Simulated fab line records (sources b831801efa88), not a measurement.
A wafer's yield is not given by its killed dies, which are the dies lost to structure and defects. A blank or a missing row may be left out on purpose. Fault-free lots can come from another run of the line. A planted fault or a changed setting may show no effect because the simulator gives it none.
Matching of chambers | flow gf180mcu | cmp-02 running GF_CONTACT_CMP_04: 4 sister chambers
The step polishes SiO2. 8 wafers are shown with their chamber, then 7 later ones without.

WAFERS WITH THEIR CHAMBER
wafer  | chamber | motorCurrentA (A) | timeToEndpointS (s)
L468.1 | 1       | 9.9               | 104
L468.5 | 3       | 13.0              | 102
L469.3 | 1       | 10.5              | 109
L470.1 | 3       | 13.4              | 111
L470.3 | 0       | 13.4              | 105
L470.5 | 2       | 12.6              | 111
L473.1 | 0       | 13.1              | 106
L473.3 | 2       | 12.6              | 97

WAFERS WITHOUT THEIR CHAMBER
wafer  | motorCurrentA (A) | timeToEndpointS (s)
L473.5 | 13.3              | 106
L479.3 | 13.0              | 105
L479.4 | 10.5              | 110
L479.6 | 12.4              | 121
L482.4 | 12.3              | 109
L482.5 | 12.8              | 115
L482.6 | 12.4              | 117

WHICH CHAMBER EACH WENT THROUGH
wafer  | from the rows above          | in truth
L473.5 | can't be placed: 0 or 3      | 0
L479.3 | can't be placed: 3 or 0 or 2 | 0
L479.4 | 1                            | 1
L479.6 | can't be placed: 2 or 3 or 0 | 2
L482.4 | can't be placed: 2 or 3      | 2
L482.5 | can't be placed: 2 or 3 or 0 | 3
L482.6 | can't be placed: 2 or 3 or 0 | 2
Correct placement for 1 of the 7. From these rows, 6 cannot be placed; in 6 the true chamber is one of the candidates. Number placed wrongly: 0.
How it was worked out, from the rows above alone: a wafer's distance from a chamber is the root of the sum, over the readings, of the square of ((its reading less the chamber's mean) divided by the reading's scatter). If the next closest chamber is less than 2 further off than the closest, the wafer can't be placed; otherwise it belongs to the closest. The mean given for a chamber averages the wafers shown for that chamber. How the scatter is found: for the shown wafers, subtract from each reading the mean of its chamber, square and add these, divide the total by (wafers less chambers), then take the root.
